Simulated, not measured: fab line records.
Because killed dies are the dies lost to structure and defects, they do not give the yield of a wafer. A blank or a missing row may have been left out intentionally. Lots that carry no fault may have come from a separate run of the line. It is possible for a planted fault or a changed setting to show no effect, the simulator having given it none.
The tool behind it: which one? | flow gf180mcu | 8 lots, 24 wafers sampled, at 4 steps of a route of 602

== WHAT EACH GAUGE READ, for each wafer ==
GF_VT_IMPLANT_OVL_MEAS_40. Usual: VT_IMPLANT_03_OVL typically reads 0.7 nm, with standard deviation 1.5.
lot  | measured     | on         | VT_IMPLANT_03_OVL (nm) | flag
L945 | day 7 14:23  | overlay-01 | -1.0 1.0 -0.1          |
L946 | day 7 18:37  | overlay-02 | 3.1 3.0 2.5            |
L947 | day 8 00:40  | overlay-02 | 1.2 2.7 2.3            |
L948 | day 8 07:10  | overlay-01 | 0.6 -1.4 -2.1          |
L956 | day 10 14:18 | overlay-02 | 1.5 1.6 1.0            |
L957 | day 10 20:13 | overlay-02 | 0.8 2.6 1.8            |
L958 | day 11 03:05 | overlay-01 | 4.0 1.6 2.6            |
L960 | day 11 17:10 | overlay-02 | -1.3 2.1 -1.0          |

GF_DUAL_GATE_OVL_MEAS_11. Usual: DUAL_GATE_OVL typically reads -0.3 nm, with standard deviation 1.4.
lot  | measured     | on         | DUAL_GATE_OVL (nm)      | flag
L945 | day 8 09:08  | overlay-01 | 2.0 3.1 2.4             |
L946 | day 8 14:26  | overlay-02 | -0.6 -1.5 -2.2          |
L947 | day 8 20:14  | overlay-02 | 1.7 -0.7 -0.1           |
L948 | day 9 02:29  | overlay-02 | -0.2 -0.9 0.6           |
L956 | day 11 11:44 | overlay-02 | 8.9 7.6 6.8 8.9 7.9 6.6 | OFF
L957 | day 11 17:42 | overlay-02 | 8.6 6.6 8.2 8.3 6.9 8.4 | OFF
L958 | day 12 00:43 | overlay-01 | 1.6 -0.7 -0.5           |
L960 | day 12 14:56 | overlay-02 | -0.8 -1.6 -0.4          |

== WHICH TOOL RAN EACH LOT (tool, then ch and the chambers of the sampled wafers, then the start) ==
lot  | GF_NWELL_STRIP_10                   | GF_DUAL_GATE_EXPOSE_08
L945 | plasma asher-02 ch 0,1, day 3 09:31 | iline stepper-02 ch 0, day 8 01:07
L946 | plasma asher-01 ch 0,1, day 3 12:49 | iline stepper-02 ch 0, day 8 06:02
L947 | plasma asher-03 ch 0,1, day 3 18:07 | iline stepper-02 ch 0, day 8 11:53
L948 | plasma asher-03 ch 0,1, day 4 00:06 | iline stepper-02 ch 0, day 8 18:05
L956 | plasma asher-02 ch 0,1, day 5 20:48 | iline stepper-01 ch 0, day 11 02:19
L957 | plasma asher-01 ch 0,1, day 6 00:54 | iline stepper-01 ch 0, day 11 08:17
L958 | plasma asher-02 ch 0, day 6 05:31   | iline stepper-02 ch 0, day 11 15:40
L960 | plasma asher-02 ch 0,1, day 6 16:55 | iline stepper-02 ch 0, day 12 05:29
- GF_NWELL_STRIP_10: strips in O2/N2.
- GF_DUAL_GATE_EXPOSE_08: exposes mask Dualgate, target cd 700 nm.

== AS READ BY THE TOOLS THEMSELVES (means over the sampled wafers that have a number; for cases with no such wafer, the mark the record gives instead) ==
GF_NWELL_STRIP_10. Usual: drypump motor current A 5.9 A, standard deviation 0.35; heater power w 335 W, standard deviation 25; oes product au 0.722 a.u., standard deviation 0.0045; strip time to endpoint s 36.95 s, standard deviation 0.1.
lot  | tool            | drypump motor current A (A) | heater power w (W) | oes product au (a.u.) | strip time to endpoint s (s) | flag
L945 | plasma asher-02 | 6.0                         | 322                | 0.717                 | 36.83                        |
L946 | plasma asher-01 | 5.7                         | 323                | 0.721                 | 36.91                        |
L947 | plasma asher-03 | 5.9                         | 352                | 0.720                 | 36.95                        |
L948 | plasma asher-03 | 5.9                         | 354                | 0.726                 | 36.92                        |
L956 | plasma asher-02 | 6.0                         | 327                | 0.723                 | 37.07                        |
L957 | plasma asher-01 | 5.9                         | 324                | 0.722                 | 37.15                        |
L958 | plasma asher-02 | 5.8                         | 326                | 0.722                 | 36.78                        |
L960 | plasma asher-02 | 6.0                         | 325                | 0.722                 | 36.86                        |

== THE ANSWER, worked out from the rows above alone ==
Rule: lot off if the mean of its wafers having a number is beyond 3 standard deviations from the usual mean. Also off: a lot with no number at a reading for which 4 or more lots have one. All remaining lots with rows at the step are treated as sound. After the gauges, taken in route order, come the tools' own readings; for these a lot's mean is taken, as printed above. At the first step where some lot is off, the reading lying furthest off is the one used; lots without a number count as furthest.
Off: L956, L957, at GF_DUAL_GATE_OVL_MEAS_11 (DUAL_GATE_OVL).
A tool fits if, at a process step before that reading, it ran every lot that is off, and no sound lot after the first of them. Those tools and the gauges at GF_DUAL_GATE_OVL_MEAS_11 are tried in the same way. One fits: iline stepper-01 at GF_DUAL_GATE_EXPOSE_08. It ran no sound lot before its first lot that is off in this sample, so the start can't be narrowed down.

== WHAT THE SIMULATOR PUT IN ==
Scanner matching overlay: iline stepper-01, from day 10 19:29 on, at GF_DUAL_GATE_EXPOSE_08. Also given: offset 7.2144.
Struck lots among those shown: L956, L957. The rule above found the same.
